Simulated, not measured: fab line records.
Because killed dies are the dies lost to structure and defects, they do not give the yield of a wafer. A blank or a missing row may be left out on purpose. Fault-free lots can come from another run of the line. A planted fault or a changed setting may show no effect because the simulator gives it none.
Which tool was responsible? | flow sky130 | 33 wafers from 11 lots sampled at 5 of the route's 708 steps

WHAT THE GAUGES READ, wafer by wafer
The record holds no reading of a measuring or inspecting step that can be judged against a usual standard deviation.

WHICH TOOL RAN EACH LOT (tool, then ch and the chambers of the sampled wafers, then the start)
lot  | SKY_LI_CONTACT_CVD_21         | SKY_LOCAL_INTERCONNECT_ETCH_13    | SKY_LOCAL_INTERCONNECT_STRIP_15      | SKY_CONTACT_ETCH_17                | SKY_METAL1_SPUTTER_04
L725 | cvd-w-01 ch 0,1, day 29 13:13 | rie-metal-01 ch 0,1, day 30 18:23 | plasma-asher-02 ch 0,1, day 30 18:30 | rie-diel-02 ch 0,1, day 31 23:29   | pvd-sputter-01, day 32 00:55
L726 | cvd-w-01 ch 0,1, day 30 09:43 | rie-metal-04 ch 0,1, day 31 14:04 | plasma-asher-02 ch 0,1, day 31 14:11 | rie-diel-04 ch 0,2,3, day 32 19:06 | pvd-sputter-03, day 32 20:32
L728 | cvd-w-02 ch 0,1, day 30 12:04 | rie-metal-02 ch 0, day 31 17:22   | plasma-asher-04 ch 0,1, day 31 17:29 | rie-diel-03 ch 0,2,3, day 32 22:47 | pvd-sputter-01, day 33 00:12
L727 | cvd-w-01 ch 0,1, day 30 17:26 | rie-metal-02 ch 0,1, day 31 21:58 | plasma-asher-02 ch 0,1, day 31 22:05 | rie-diel-04 ch 0,1,3, day 33 02:33 | pvd-sputter-02, day 33 03:59
L737 | cvd-w-02 ch 1, day 34 09:58   | rie-metal-01 ch 0, day 35 13:29   | plasma-asher-01 ch 0,1, day 35 13:36 | rie-diel-03 ch 1,2, day 36 17:38   | pvd-sputter-01, day 36 19:03
L738 | cvd-w-02 ch 0,1, day 34 13:58 | rie-metal-01 ch 0,1, day 35 17:02 | plasma-asher-02 ch 0,1, day 35 17:09 | rie-diel-04 ch 1,2,3, day 36 20:45 | pvd-sputter-03, day 36 22:11
L739 | cvd-w-02 ch 0,1, day 34 17:08 | rie-metal-02 ch 0,1, day 35 20:43 | plasma-asher-02 ch 0,1, day 35 20:50 | rie-diel-04 ch 0,1,2, day 37 00:14 | pvd-sputter-03, day 37 01:42
L741 | cvd-w-01 ch 0,1, day 34 18:05 | rie-metal-04 ch 0,1, day 35 21:25 | plasma-asher-01 ch 0,1, day 35 21:32 | rie-diel-02 ch 2,3, day 37 00:56   | pvd-sputter-03, day 37 02:24
L742 | cvd-w-02 ch 0,1, day 34 21:05 | rie-metal-02 ch 0,1, day 36 01:16 | plasma-asher-02 ch 0,1, day 36 01:23 | rie-diel-03 ch 1,2, day 37 04:59   | pvd-sputter-03, day 37 06:26
L746 | cvd-w-01 ch 0,1, day 36 06:49 | rie-metal-04 ch 1, day 37 08:53   | plasma-asher-01 ch 1, day 37 09:07   | rie-diel-04 ch 0,1,2, day 38 11:32 | pvd-sputter-03, day 38 12:57
L747 | cvd-w-02 ch 0,1, day 36 20:58 | rie-metal-04 ch 1, day 37 23:05   | plasma-asher-04 ch 0,1, day 37 23:18 | rie-diel-03 ch 0,2,3, day 39 02:14 | pvd-sputter-03, day 39 03:46
- SKY_LI_CONTACT_CVD_21: deposits W, target thk 400 nm, time 120.56 s.
- SKY_LOCAL_INTERCONNECT_ETCH_13: etches BARC in N2/H2, stops on SiO2, time 45.9 s, target depth 60 nm.
- SKY_LOCAL_INTERCONNECT_STRIP_15: strips in O2/N2.
- SKY_CONTACT_ETCH_17: etches SiO2 in C4F8/O2/Ar, stops on Si3N4, target depth 340 nm.
- SKY_METAL1_SPUTTER_04: material TiN, target thk 70 nm, time 58.3 s.

AS READ BY THE TOOLS THEMSELVES (means over the sampled wafers that have a number; for cases with no such wafer, the mark the record gives instead)
SKY_LI_CONTACT_CVD_21.
lot  | tool     | heater-power-w (W)
L725 | cvd-w-01 | 870
L726 | cvd-w-01 | 934
L728 | cvd-w-02 | 951
L727 | cvd-w-01 | 927
L737 | cvd-w-02 | 966
L738 | cvd-w-02 | 949
L739 | cvd-w-02 | 960
L741 | cvd-w-01 | 935
L742 | cvd-w-02 | 970
L746 | cvd-w-01 | 917
L747 | cvd-w-02 | 948

SKY_LOCAL_INTERCONNECT_ETCH_13.
lot  | tool         | chamber-pressure-mTorr (mTorr) | drypump-motor-current-A (A) | oes-product-au (a.u.) | throttle-valve-pct (%)
L725 | rie-metal-01 | 30.009                         | 5.7                         | 0.857                 | 13.216
L726 | rie-metal-04 | 29.984                         | 6.1                         | 0.855                 | 13.223
L728 | rie-metal-02 | 30.005                         | 6.4                         | 0.854                 | 13.228
L727 | rie-metal-02 | 29.997                         | 6.2                         | 0.854                 | 13.218
L737 | rie-metal-01 | 29.988                         | 5.9                         | 0.854                 | 13.221
L738 | rie-metal-01 | 30.044                         | 5.4                         | 0.852                 | 13.229
L739 | rie-metal-02 | 30.003                         | 6.3                         | 0.856                 | 13.220
L741 | rie-metal-04 | 29.997                         | 6.1                         | 0.860                 | 13.219
L742 | rie-metal-02 | 29.993                         | 6.3                         | 0.852                 | 13.223
L746 | rie-metal-04 | 30.030                         | 6.5                         | 0.856                 | 13.222
L747 | rie-metal-04 | 29.987                         | 6.5                         | 0.859                 | 13.223

SKY_LOCAL_INTERCONNECT_STRIP_15.
lot  | tool            | chamber-pressure-mTorr (mTorr) | drypump-motor-current-A (A) | oes-product-au (a.u.) | strip-time-to-endpoint-s (s)
L725 | plasma-asher-02 | 1499.0                         | 5.3                         | 0.425                 | 4.743
L726 | plasma-asher-02 | 1500.1                         | 5.3                         | 0.423                 | 4.707
L728 | plasma-asher-04 | 1500.6                         | 6.1                         | 0.431                 | 4.728
L727 | plasma-asher-02 | 1501.3                         | 5.3                         | 0.426                 | 4.700
L737 | plasma-asher-01 | 1501.5                         | 5.4                         | 0.417                 | 4.410
L738 | plasma-asher-02 | 1501.1                         | 5.2                         | 0.414                 | 4.393
L739 | plasma-asher-02 | 1500.1                         | 5.3                         | 0.430                 | 4.713
L741 | plasma-asher-01 | 1499.8                         | 5.4                         | 0.424                 | 4.696
L742 | plasma-asher-02 | 1502.0                         | 5.2                         | 0.429                 | 4.701
L746 | plasma-asher-01 | 1499.5                         | 4.9                         | 0.425                 | 4.739
L747 | plasma-asher-04 | 1499.7                         | 6.1                         | 0.428                 | 4.724

SKY_CONTACT_ETCH_17.
lot  | tool        | chamber-pressure-mTorr (mTorr) | oes-product-au (a.u.)
L725 | rie-diel-02 | 40.02                          | 0.896
L726 | rie-diel-04 | 40.02                          | 0.901
L728 | rie-diel-03 | 39.99                          | 0.894
L727 | rie-diel-04 | 40.04                          | 0.894
L737 | rie-diel-03 | 39.98                          | 0.899
L738 | rie-diel-04 | 40.01                          | 0.895
L739 | rie-diel-04 | 40.00                          | 0.898
L741 | rie-diel-02 | 40.02                          | 0.899
L742 | rie-diel-03 | 39.99                          | 0.889
L746 | rie-diel-04 | 39.99                          | 0.897
L747 | rie-diel-03 | 39.95                          | 0.899

SKY_METAL1_SPUTTER_04.
lot  | tool           | throttle-valve-pct (%)
L725 | pvd-sputter-01 | 29.1
L726 | pvd-sputter-03 | 28.5
L728 | pvd-sputter-01 | 29.7
L727 | pvd-sputter-02 | 29.7
L737 | pvd-sputter-01 | 29.3
L738 | pvd-sputter-03 | 29.6
L739 | pvd-sputter-03 | 29.2
L741 | pvd-sputter-03 | 28.1
L742 | pvd-sputter-03 | 29.2
L746 | pvd-sputter-03 | 30.2
L747 | pvd-sputter-03 | 30.9

THE ANSWER, worked out from the rows above alone
Rule: the lots themselves supply what counts as usual. The widest of any qualifying gaps counts: lots, ordered by their means at a reading, are off when they make up no more than a third of the lots, leave a main group of 4 or more, and stand apart from it by 3 or more times the standard deviation of that group's means. If all means in a main group match to the digits the tables above print for the reading, that group is not used. A lot without any number at a reading at which 4 lots or more have one is off too. All remaining lots with rows at the step are treated as sound. After the gauges, taken in route order, come the tools' own readings; for these a lot's mean is taken, as printed above. The first step at which some lot is off is used, and at that step the reading that is off furthest; a lot without a number counts as furthest.
Off: L737, L738, at SKY_LOCAL_INTERCONNECT_STRIP_15 (strip-time-to-endpoint-s). For the main group the mean is 4.717 s and the standard deviation 0.016.
A tool fits if, at that step or a process step before it, it ran every lot that is off, and no sound lot after the first of them. One candidate fits, namely rie-metal-01 at SKY_LOCAL_INTERCONNECT_ETCH_13. A fault onset in the window from L725 (day 30 18:23, its last sound lot) to L737 (day 35 13:29, its first lot off) fits.

WHAT THE SIMULATOR HAD PUT IN
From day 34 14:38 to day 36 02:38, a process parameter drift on rie-metal-01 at SKY_LOCAL_INTERCONNECT_ETCH_13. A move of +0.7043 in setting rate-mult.
Struck lots among those shown: L737, L738. Same finding as the rule above.
